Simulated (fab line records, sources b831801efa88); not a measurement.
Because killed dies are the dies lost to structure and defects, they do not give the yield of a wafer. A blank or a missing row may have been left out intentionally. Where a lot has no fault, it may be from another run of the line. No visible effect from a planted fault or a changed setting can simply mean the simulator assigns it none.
fab line records    flow sfq-line
record: lots: 14  wafers: 42  last-day: 97
route steps=325 shown A5B@209
lots that met no fault: from a run of the same line without faults
start-h: hours from the record's first day to the start of the lot's first wafer shown    wait-h: hours elapsed since this lot's preceding step    " as in the row above    L1.1+2: a row that stands for several wafers    - no value present, or no start provided    * or withheld: withheld    < > ~ a bound
route shown NAME@n: a module of which the file shows steps, and the number in the route of the first    usual: mean/standard deviation taken from wafers without a fault    same: alike in all rows    chamber/n: place in a boat    sites: readings site by site    _std_site: the values' standard deviation    _edge_site: mean of outer sites minus mean of inner sites    radius-mm: for every site, how far away it sits from the centre of the wafer    mask NAME#n: copy n    behind: tool/chamber where the wafer was last shaped    hold: why the lot was held/for how many hours/how that ended    device: the n, p or np transistor that did not switch    end of line: tests run on the same wafers once the route is complete    a step without rows: its recipe alone    killed: the dies lost at the first sort to structure and to defects; this is not the yield of the wafer    map: a wafer's dies, marking killed ones x, the rest . and places with no die _
set.NAME: the run value of the setting; set.NAME@STEP: its run value at that earlier step    model.NAME: the simulator's own value behind a step, which no gauge read
route steps across a sampled set of lots; one table per step, one row per wafer
services: the hour from which a tool's chamber was out of use, counted from the record's first day as start-h (under 0 if before that day), plus the number of hours and why
== steps ==
step: SFQ_TRILAYER_A5B_DEP_PECVD_129
recipe: material: SiO2  temp-c: 150  time-s: 133.33  pressure-torr: 2.4  rf-w: 179.7  precursor: SiH4/N2O  target-thk-nm: 600
usual: chamber-pressure-Torr: 2.400/0.0051  heater-power-outer-w: 29/8.6  heater-power-w: 79/12  throttle-valve-pct: 24.4/1.6
lot.wafer  tool      chamber  start-h  wait-h  chamber-pressure-Torr  heater-power-outer-w  heater-power-w  since-wet-clean-h  throttle-valve-pct
L383.1     pecvd-02  1        1663.05  0.0     2.393                  20                    67              332                24.8
L383.2     "         0        "        "       2.397                  41                    98              332                24.0
L383.5     "         0        "        "       2.395                  28                    82              -                  23.7
L385.1     pecvd-03  0        1676.66  0.0     2.405                  31                    82              729                22.4
L385.5     "         2        "        "       2.398                  12                    52              -                  27.5
L385.6     "         0        "        "       2.404                  32                    84              -                  22.5
L386.2     pecvd-04  1        1679.98  0.0     2.403                  28                    84              1472               25.6
L386.3     "         0        "        "       2.399                  41                    96              1472               24.7
L386.6     "         1        "        "       2.404                  32                    89              -                  25.3
L387.3     pecvd-03  0        1685.98  0.0     2.401                  32                    84              739                22.5
L387.4     "         2        "        "       2.404                  20                    64              -                  27.4
L387.6     "         1        "        "       2.399                  26                    73              -                  24.5
L388.1     pecvd-02  1        1694.38  0.0     2.393                  26                    75              364                24.8
L388.4     "         2        "        "       2.401                  39                    85              -                  22.8
L388.5     "         0        "        "       2.401                  36                    90              -                  24.2
L390.3     pecvd-04  1        1732.90  0.0     2.399                  34                    90              33                 23.8
L390.4     "         0        "        "       2.411                  40                    94              -                  23.1
L390.6     "         1        "        "       2.396                  37                    92              -                  23.8
L391.3     pecvd-04  1        1738.92  0.0     2.399                  32                    81              39                 23.9
L391.4     "         2        "        "       2.411                  18                    75              -                  24.3
L391.5     "         0        "        "       2.392                  42                    97              -                  23.2
L394.3     pecvd-02  2        1764.10  0.0     2.398                  40                    87              433                22.9
L394.4     "         2        "        "       2.389                  29                    71              -                  23.0
L394.5     "         1        "        "       2.401                  26                    76              -                  24.9
L395.1     pecvd-04  1        1767.72  0.0     -                      -                     -               -                  -
L395.2     "         0        "        "       -                      -                     -               -                  -
L395.4     "         0        "        "       -                      -                     -               -                  -
L396.3     pecvd-02  2        1773.74  0.0     -                      -                     -               -                  -
L396.4     "         1        "        "       -                      -                     -               -                  -
L396.5     "         2        "        "       -                      -                     -               -                  -
L403.3     pecvd-02  1        1829.83  0.0     2.395                  29                    81              499                25.0
L403.4     "         2        "        "       2.398                  36                    80              -                  22.9
L403.5     "         1        "        "       2.394                  18                    68              -                  25.2
L404.2     pecvd-04  2        1833.61  0.0     2.410                  21                    76              133                24.6
L404.3     "         1        "        "       2.400                  34                    88              133                23.9
L404.4     "         1        "        "       2.393                  36                    89              -                  24.0
L405.1     pecvd-03  0        1834.63  0.0     2.393                  30                    81              887                22.4
L405.5     "         2        "        "       2.408                  11                    52              -                  28.2
L405.6     "         0        "        "       2.393                  32                    86              -                  23.0
L406.1     pecvd-02  0        1836.01  0.0     2.402                  39                    96              505                24.2
L406.4     "         1        "        "       2.402                  19                    67              -                  25.0
L406.6     "         2        "        "       2.398                  39                    86              -                  23.2
== services ==
tool      chamber  start-h  hours  kind
pecvd-02  -        1672.26  5.8    repair
pecvd-04  -        1686.25  14.0   pm
pecvd-04  0        1686.25  14.0   vent-cycle
pecvd-04  1        1686.25  14.0   vent-cycle
pecvd-04  2        1686.25  14.0   vent-cycle
pecvd-04  0        1700.25  -      clean
pecvd-04  1        1700.25  -      clean
pecvd-04  2        1700.25  -      clean
pecvd-03  0        1710.02  20.8   repair
pecvd-04  2        1764.03  11.5   repair
pecvd-03  -        1784.94  1.2    repair
pecvd-03  -        1791.44  2.8    pm
pecvd-04  0        1804.08  2.0    repair
pecvd-03  -        1807.17  0.8    repair
pecvd-04  -        1808.90  2.1    repair
== key ==
first-sign: step: SFQ_TRILAYER_A5B_DEP_PECVD_129  reading: tool-record  direction: missing
effect none on later readings
met-at SFQ_TRILAYER_A5B_DEP_PECVD_129
struck-lots L395,L396
onset-between 1764.10 1767.72
fault: kind: skipped-step-whole  tool: pecvd-02,pecvd-04  chamber: -  onset-h: 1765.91  steps: SFQ_TRILAYER_A5B_DEP_PECVD_129  scope: struck-lots-only
